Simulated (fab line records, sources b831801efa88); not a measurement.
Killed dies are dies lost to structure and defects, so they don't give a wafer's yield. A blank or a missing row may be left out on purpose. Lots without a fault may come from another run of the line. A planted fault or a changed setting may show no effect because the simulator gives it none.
Which tool did it? | flow sky130 | 13 lots, 39 wafers sampled, at 5 steps of a route of 708

WHAT THE GAUGES READ, wafer by wafer
SKY_SONOS_TUNNEL_CD_MEAS_07: target cd 410 nm. Usual: cd_nm 409.3 nm, standard deviation 2.3.
lot  | measured     | on        | cd_nm (nm)        | flag
L256 | day 11 10:10 | cd_sem-01 | 411.9 413.6 410.4 |
L257 | day 11 20:16 | cd_sem-01 | 410.3 410.8 410.7 |
L258 | day 12 03:19 | cd_sem-01 | 411.8 411.3 412.8 |
L259 | day 12 12:52 | cd_sem-02 | 412.7 412.4 411.3 |
L260 | day 12 21:43 | cd_sem-01 | 407.7 407.8 407.8 |
L261 | day 13 09:47 | cd_sem-01 | 409.4 410.5 409.4 |
L262 | day 13 11:37 | cd_sem-01 | 407.6 407.4 406.0 |
L263 | day 13 22:50 | cd_sem-01 | 410.6 409.7 409.4 |
L264 | day 14 04:29 | cd_sem-01 | 411.0 412.4 409.9 |
L273 | day 17 03:59 | cd_sem-02 | 406.2 407.1 409.0 |
L274 | day 17 11:49 | cd_sem-01 | 406.9 405.3 409.0 |
L277 | day 18 09:19 | cd_sem-01 | 410.1 409.5 407.2 |
L279 | day 19 03:22 | cd_sem-02 | 409.5 407.7 408.9 |

SKY_GATE_OXIDE_THK_MEAS_02. Usual: GATE_OXIDE_OXIDATION_00_THK 10.27 nm, standard deviation 0.19.
lot  | measured     | on            | GATE_OXIDE_OXIDATION_00_THK (nm) | flag
L256 | day 12 19:07 | film_metro-02 | 10.38 10.37 10.19                |
L257 | day 13 06:17 | film_metro-03 | 10.27 10.02 9.83                 |
L258 | day 13 18:27 | film_metro-01 | 10.13 10.18 10.04                |
L259 | day 13 22:45 | film_metro-03 | 10.35 10.38 10.16                |
L260 | day 14 07:53 | film_metro-01 | 10.13 10.22 10.05                |
L261 | day 14 19:10 | film_metro-01 | 10.23 10.03 10.17                |
L262 | day 14 23:31 | film_metro-02 | 10.00 10.07 10.17                |
L263 | day 15 13:01 | film_metro-02 | 10.27 10.36 10.22                |
L264 | day 15 19:59 | film_metro-02 | 10.39 10.16 10.08                |
L273 | day 18 19:49 | film_metro-03 | 10.37 10.37 10.56                |
L274 | day 19 03:35 | film_metro-03 | 10.22 10.38 10.32                |
L277 | day 20 00:15 | film_metro-02 | 10.08 9.88 10.03                 |
L279 | day 20 17:50 | film_metro-01 | 10.30 10.38 10.17                |

SKY_LDD_HVN_TW_MEAS_10. Usual: LDD_HVN_TW 1437, standard deviation 7.
lot  | measured     | on            | LDD_HVN_TW     | flag
L256 | day 20 09:38 | film_metro-04 | 1434 1432 1439 |
L257 | day 21 00:05 | film_metro-04 | 1438 1432 1432 |
L258 | day 21 11:28 | film_metro-04 | 1438 1439 1439 |
L259 | day 21 17:23 | film_metro-01 | 1447 1450 1447 |
L260 | day 22 03:37 | film_metro-02 | 1433 1428 1425 |
L261 | day 22 14:37 | film_metro-02 | 1426 1433 1424 |
L262 | day 22 19:12 | film_metro-02 | 1423 1430 1428 |
L263 | day 23 09:55 | film_metro-02 | 1438 1424 1418 |
L264 | day 23 22:58 | film_metro-04 | 1439 1433 1440 |
L273 | day 26 17:40 | film_metro-04 | 1471 1467 1460 | OFF
L274 | day 26 23:39 | film_metro-02 | 1460 1464 1465 | OFF
L277 | day 27 21:44 | film_metro-02 | 1431 1445 1443 |
L279 | day 28 14:04 | film_metro-02 | 1434 1433 1440 |

SKY_POLY_CUT_CD_MEAS_08: target cd 270 nm. Usual: cd_nm 269.9 nm, standard deviation 1.7.
lot  | measured     | on        | cd_nm (nm)        | flag
L256 | day 24 06:37 | cd_sem-02 | 270.3 270.0 268.1 |
L257 | day 25 05:58 | cd_sem-01 | 268.1 267.9 269.2 |
L258 | day 25 10:04 | cd_sem-02 | 271.0 269.0 268.0 |
L259 | day 25 14:19 | cd_sem-01 | 269.0 270.5 268.9 |
L260 | day 26 00:46 | cd_sem-02 | 269.2 270.6 268.2 |
L261 | day 26 11:59 | cd_sem-02 | 270.9 269.9 269.6 |
L262 | day 26 13:55 | cd_sem-02 | 272.6 272.3 273.1 |
L263 | day 27 03:29 | cd_sem-01 | 268.7 269.0 269.3 |
L264 | day 27 16:29 | cd_sem-01 | 270.4 270.1 270.4 |
L273 | day 30 10:35 | cd_sem-01 | 269.7 267.6 268.0 |
L274 | day 30 14:55 | cd_sem-01 | 271.8 272.6 272.7 |
L277 | day 31 11:13 | cd_sem-01 | 266.6 267.4 268.6 |
L279 | day 32 02:34 | cd_sem-02 | 270.7 270.2 269.4 |

WHICH TOOL RAN EACH LOT (tool, then ch and the chambers of the sampled wafers, then the start)
lot  | SKY_LDD_HVN_IMPLANT_08
L256 | implanter-01 ch 0, day 20 09:23
L257 | implanter-03 ch 0, day 20 23:52
L258 | implanter-04 ch 0, day 21 11:13
L259 | implanter-03 ch 0, day 21 17:10
L260 | implanter-03 ch 0, day 22 03:22
L261 | implanter-01 ch 0, day 22 14:22
L262 | implanter-03 ch 0, day 22 18:57
L263 | implanter-03 ch 0, day 23 09:40
L264 | implanter-03 ch 0, day 23 22:44
L273 | implanter-04 ch 0, day 26 17:25
L274 | implanter-04 ch 0, day 26 23:24
L277 | implanter-03 ch 0, day 27 21:29
L279 | implanter-03 ch 0, day 28 13:51
- SKY_LDD_HVN_IMPLANT_08

WHAT THE TOOLS THEMSELVES READ (means of the sampled wafers that have a number; where no wafer has one, the mark that the record gives instead)
SKY_LDD_HVN_IMPLANT_08. Usual: beam_energy_keV 60.001, standard deviation 0.018; tilt_deg 39.998 degrees, standard deviation 0.022.
lot  | tool         | beam_energy_keV | tilt_deg (degrees) | flag
L256 | implanter-01 | 60.027          | 40.003             |
L257 | implanter-03 | 60.014          | 39.979             |
L258 | implanter-04 | 60.011          | 39.996             |
L259 | implanter-03 | 60.004          | 40.013             |
L260 | implanter-03 | 60.024          | 39.986             |
L261 | implanter-01 | 60.007          | 39.974             |
L262 | implanter-03 | 59.996          | 39.981             |
L263 | implanter-03 | 59.995          | 40.010             |
L264 | implanter-03 | 60.001          | 39.981             |
L273 | implanter-04 | 64.269          | 40.012             | OFF
L274 | implanter-04 | 64.264          | 40.007             | OFF
L277 | implanter-03 | 59.991          | 40.013             |
L279 | implanter-03 | 59.977          | 39.975             |

THE ANSWER, worked out from the rows above alone
Rule: a lot is off if the mean of its wafers that have a number lies more than 3 standard deviations from the usual mean. A lot without any number at a reading at which 4 lots or more have one is off too. The other lots that the step has rows for count as sound. The gauges are gone through in route order, then the tools' own readings, and for those a lot's mean is taken as printed above. The first step at which some lot is off is used, and at that step the reading that is off furthest; a lot without a number counts as furthest.
Off: L273, L274, at SKY_LDD_HVN_TW_MEAS_10 (LDD_HVN_TW).
A tool fits if, at a process step before that reading, it ran every lot that is off, and no sound lot after the first of them. The gauges at SKY_LDD_HVN_TW_MEAS_10 aren't tried: what is off there is off at SKY_LDD_HVN_IMPLANT_08 too, on other tools, and a gauge's error can't cause that. One fits: implanter-04 at SKY_LDD_HVN_IMPLANT_08. Its last sound lot is L258 (day 21 11:13), its first lot that is off L273 (day 26 17:25): a fault that began between those two fits.
The tool's own readings at SKY_LDD_HVN_IMPLANT_08 bear it out: on the lots that are off they differ by more than 5 times the standard deviation of the sound lots' means. beam_energy_keV reads 64.267 there against 60.004 on the sound lots.

WHAT THE SIMULATOR HAD PUT IN
Process parameter drift: implanter-04, from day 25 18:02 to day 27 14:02, at SKY_LDD_HVN_IMPLANT_08. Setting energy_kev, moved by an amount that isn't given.
Lots struck among those shown: L273, L274. The rule above found the same.
